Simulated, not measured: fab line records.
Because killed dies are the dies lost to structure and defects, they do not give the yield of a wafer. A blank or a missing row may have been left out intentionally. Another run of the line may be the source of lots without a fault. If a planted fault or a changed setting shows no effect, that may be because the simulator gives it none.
Which of the tools did it? -- flow gf180mcu -- 7 lots (21 wafers sampled), 1 step of a 602-step route

WHAT EACH GAUGE READ, for each wafer
GF_VT_IMPLANT_TW_MEAS_32.
lot,measured,on,VT_IMPLANT_3_TW
L977,day 7 03:28,filmMetro-01,266.4 265.9 267.6
L982,day 8 14:48,filmMetro-02,270.5 271.8 271.3
L984,day 9 01:52,filmMetro-01,268.7 269.3 267.8
L986,day 9 16:16,filmMetro-03,267.2 265.3 266.8
L994,day 11 18:25,filmMetro-03,266.6 266.8 265.2
L996,day 12 10:24,filmMetro-01,268.2 268.1 268.4
L998,day 12 21:38,filmMetro-01,267.2 267.3 268.2

WHICH TOOL RAN EACH LOT (tool, then ch and the chambers of the sampled wafers, then the start)
The record shows no process step preceding these readings.

THE ANSWER, worked out from the rows above alone
Rule: what is usual is taken from the lots themselves. The widest of any qualifying gaps counts: lots, ordered by their means at a reading, are off when they make up no more than a third of the lots, leave a main group of 4 or more, and stand apart from it by 3 or more times the standard deviation of that group's means. A main group whose means are all the same, to the digits that the tables above print for the reading, isn't used. Also off: a lot with no number at a reading for which 4 or more lots have one. Any other lot the step has rows for is counted as sound.
Across all readings shown, no lot is off: no conclusion can be drawn from this.

WHAT THE SIMULATOR HAD PUT IN
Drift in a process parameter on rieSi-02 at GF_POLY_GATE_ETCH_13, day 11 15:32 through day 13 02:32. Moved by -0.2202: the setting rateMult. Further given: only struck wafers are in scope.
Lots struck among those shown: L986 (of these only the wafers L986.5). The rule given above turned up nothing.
